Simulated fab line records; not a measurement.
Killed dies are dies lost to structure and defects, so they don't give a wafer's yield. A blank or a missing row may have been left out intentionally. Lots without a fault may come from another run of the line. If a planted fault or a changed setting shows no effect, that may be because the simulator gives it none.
A lot that was struck, set against a sound lot    flow sky130    16 out of 708 route steps
Sound: the wafers L334.1, L334.2, L334.6. Struck: wafer L345.4. (L345.1, L345.3 of the same lot were not struck and are left out.) The cause comes at the end.
Order at every step that has rows: each side's tool, ch and its chambers, its first start. Under that, the readings that differ: sound wafers    struck wafers    difference of the means    sigmas: that difference in standard deviations of wafers without a fault.
alike: a reading whose means differ by less than 2 such deviations, as well as words and numbers matching on both sides. not compared: withheld readings; readings where some wafer has no value; bounds like >300 that might hide an equal value; numbers whose values overlap and for which the record gives no deviation.
The two part at a step that has a row with sigmas, a row that says differs or no value, or rows on one side only. Numbers that have no deviation but don't overlap get no sigmas and don't part them. A reading that every wafer of one side lacks parts them only if that side has two wafers or more.

SKY_VIA3_CMP_02: polishes SiO2.
  sound on cmp-02 ch 0,1,3, day 41 03:29; struck on cmp-02 ch 3, day 44 06:14
  alike: edge-zone-pressure-frac, motor-current-A, slurry-filter-dp-kPa
SKY_VIA3_BOW_MEAS_03:
  sound on film-metro-01, day 41 03:44; struck on film-metro-02, day 44 06:32
  alike: VIA3_BOW
then, 8 steps without rows for these wafers: SKY_VIA3_DEHYDRATE_04 (time 60 s); SKY_VIA3_HMDS_05 (prime time 60 s); SKY_VIA3_COAT_06 (resist thk 60 nm); SKY_VIA3_COAT_07 (resist thk 450 nm); SKY_VIA3_SOFTBAKE_08 (time 90 s); SKY_VIA3_EXPOSE_09 (exposes mask VIM3, target cd 200 nm); SKY_VIA3_PEB_10; SKY_VIA3_DEVELOP_11 (develop time 60 s).
SKY_VIA3_CD_MEAS_12: the cd target is 200 nm.
  sound on cd-sem-02, day 42 04:07; struck on cd-sem-02, day 45 05:10
  alike: cd-nm
SKY_VIA3_OVL_MEAS_13:
  sound on overlay-01, day 42 04:14; struck on overlay-01, day 45 05:17
  alike: VIA3_OVL
SKY_VIA3_ETCH_14: etches BARC in N2/H2, stops on SiO2, time 45.9 s, target depth 60 nm.
  sound on rie-diel-04 ch 1,2, day 42 04:16; struck on rie-diel-02 ch 3, day 45 05:20
reading                                      sound              struck  difference  sigmas
h2-flow-sccm (sccm)                          201.2 201.5 200.1  199.3   -1.6        -3
oes-product-au (a.u.)                        0.864 0.855 0.854  0.747   -0.111      -25
model.KrF-thick_of_VIA3_COAT_07.thk-nm (nm)  390.5 388.7 389.4  412     +22         
model.etch.depth-nm (nm)                     60.1 59.98 60      45.88   -14.15      
model.VIA3.cd-nm (nm)                        200.6 200.9 200.7  197.4   -3.3        
  alike: bias-w, drypump-motor-current-A, throttle-valve-pct
  not compared: rf-hours-counter-h
SKY_VIA3_ETCH_15: etches SiO2 in C4F8/O2/Ar, stops on TiN, target depth 507 nm, time 78 s.
  sound on rie-diel-04 ch 1,2, day 42 04:19; struck on rie-diel-02 ch 3, day 45 05:22
reading                                      sound              struck  difference  sigmas
oes-product-au (a.u.)                        0.944 0.948 0.947  0.374   -0.572      -99 or more
model.KrF-thick_of_VIA3_COAT_07.thk-nm (nm)  288.6 285.2 286.6  308.4   +21.6       
  alike: bias-w
  not compared: rf-hours-counter-h
SKY_VIA3_STRIP_16: strips in O2/N2.
  sound on plasma-asher-03 ch 0,1, day 42 04:22; struck on plasma-asher-04 ch 0, day 45 05:26
reading                       sound              struck  difference  sigmas
oes-product-au (a.u.)         0.398 0.395 0.401  0.412   +0.014      +3
strip-time-to-endpoint-s (s)  4.10 4.05 4.08     4.32    +0.24       +7
  alike: drypump-motor-current-A
  not compared: rf-hours-counter-h
then, 1 step without rows for these wafers: SKY_VIA3_STRIP_17 (strips in post etch residue remover, time 1200 s).

== WHERE THEY PART ==
Earliest at SKY_VIA3_ETCH_14; latest, in this record, at SKY_VIA3_STRIP_16.

WHY: what had been put in by the simulator
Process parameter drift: rie-diel-02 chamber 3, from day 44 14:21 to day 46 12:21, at SKY_VIA3_ETCH_14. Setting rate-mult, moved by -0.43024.
